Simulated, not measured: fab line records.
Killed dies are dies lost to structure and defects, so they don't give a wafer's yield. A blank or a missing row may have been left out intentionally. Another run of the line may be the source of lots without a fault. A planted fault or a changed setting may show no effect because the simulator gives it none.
Chamber matching || flow sky130 || SKY_POLY_GATE_ETCH_17 on rie_si-01: 4 sister chambers
The step etches poly-Si in HBr/Cl2, stops on SiO2, target depth 180 nm, time 70.5 s. 8 wafers are shown with their chamber, then 11 later ones without.

== WAFERS WITH THEIR CHAMBER ==
{"wafer": "L083.4", "chamber": 0, "drypump_motor_current_A (A)": 6.1, "oes_product_au (a.u.)": 0.978}
{"wafer": "L084.1", "chamber": 0, "drypump_motor_current_A (A)": 6.1, "oes_product_au (a.u.)": 0.982}
{"wafer": "L084.4", "chamber": 1, "drypump_motor_current_A (A)": 6.3, "oes_product_au (a.u.)": 0.987}
{"wafer": "L086.4", "chamber": 3, "drypump_motor_current_A (A)": 6.2, "oes_product_au (a.u.)": 0.989}
{"wafer": "L088.1", "chamber": 2, "drypump_motor_current_A (A)": 6.5, "oes_product_au (a.u.)": 0.980}
{"wafer": "L088.3", "chamber": 1, "drypump_motor_current_A (A)": 6.3, "oes_product_au (a.u.)": 0.995}
{"wafer": "L088.4", "chamber": 2, "drypump_motor_current_A (A)": 6.5, "oes_product_au (a.u.)": 0.981}
{"wafer": "L090.1", "chamber": 3, "drypump_motor_current_A (A)": 6.1, "oes_product_au (a.u.)": 0.981}

== WAFERS WITHOUT THEIR CHAMBER ==
{"wafer": "L090.4", "drypump_motor_current_A (A)": 6.1, "oes_product_au (a.u.)": 0.989}
{"wafer": "L090.5", "drypump_motor_current_A (A)": 6.1, "oes_product_au (a.u.)": 0.996}
{"wafer": "L092.4", "drypump_motor_current_A (A)": 6.1, "oes_product_au (a.u.)": 0.981}
{"wafer": "L092.5", "drypump_motor_current_A (A)": 6.1, "oes_product_au (a.u.)": 0.984}
{"wafer": "L092.6", "drypump_motor_current_A (A)": 6.1, "oes_product_au (a.u.)": 0.987}
{"wafer": "L094.3", "drypump_motor_current_A (A)": 6.1, "oes_product_au (a.u.)": 0.964}
{"wafer": "L094.4", "drypump_motor_current_A (A)": 6.2, "oes_product_au (a.u.)": 0.981}
{"wafer": "L094.6", "drypump_motor_current_A (A)": 6.1, "oes_product_au (a.u.)": 0.957}
{"wafer": "L093.2", "drypump_motor_current_A (A)": 6.2, "oes_product_au (a.u.)": 1.000}
{"wafer": "L093.5", "drypump_motor_current_A (A)": 6.1, "oes_product_au (a.u.)": 0.989}
{"wafer": "L093.6", "drypump_motor_current_A (A)": 6.5, "oes_product_au (a.u.)": 0.989}

== WHICH CHAMBER EACH WENT THROUGH ==
{"wafer": "L090.4", "from the rows above": "can't be placed: 3 or 0", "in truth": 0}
{"wafer": "L090.5", "from the rows above": "can't be placed: 3 or 0", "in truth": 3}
{"wafer": "L092.4", "from the rows above": "can't be placed: 0 or 3", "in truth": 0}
{"wafer": "L092.5", "from the rows above": "can't be placed: 0 or 3", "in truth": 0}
{"wafer": "L092.6", "from the rows above": "can't be placed: 3 or 0", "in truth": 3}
{"wafer": "L094.3", "from the rows above": "can't be placed: 0 or 3", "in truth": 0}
{"wafer": "L094.4", "from the rows above": "can't be placed: 3 or 0 or 1", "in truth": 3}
{"wafer": "L094.6", "from the rows above": "can't be placed: 0 or 3", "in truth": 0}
{"wafer": "L093.2", "from the rows above": "can't be placed: 1 or 3 or 0", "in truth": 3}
{"wafer": "L093.5", "from the rows above": "can't be placed: 3 or 0", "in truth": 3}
{"wafer": "L093.6", "from the rows above": 2, "in truth": 2}
1 of 11 placed correctly. These rows do not allow placing 10 (true chamber among the candidates in 10). 0 placed wrongly.
How it was worked out, from the rows above alone: a wafer's distance from a chamber is the root of the sum, over the readings, of the square of ((its reading less the chamber's mean) divided by the reading's scatter). If the next closest chamber is less than 2 further off than the closest, the wafer can't be placed; otherwise it belongs to the closest. The mean given for a chamber averages the wafers shown for that chamber. The scatter: the root of (the sum of the squares of (reading less its chamber's mean) over the shown wafers, divided by (wafers less chambers)).
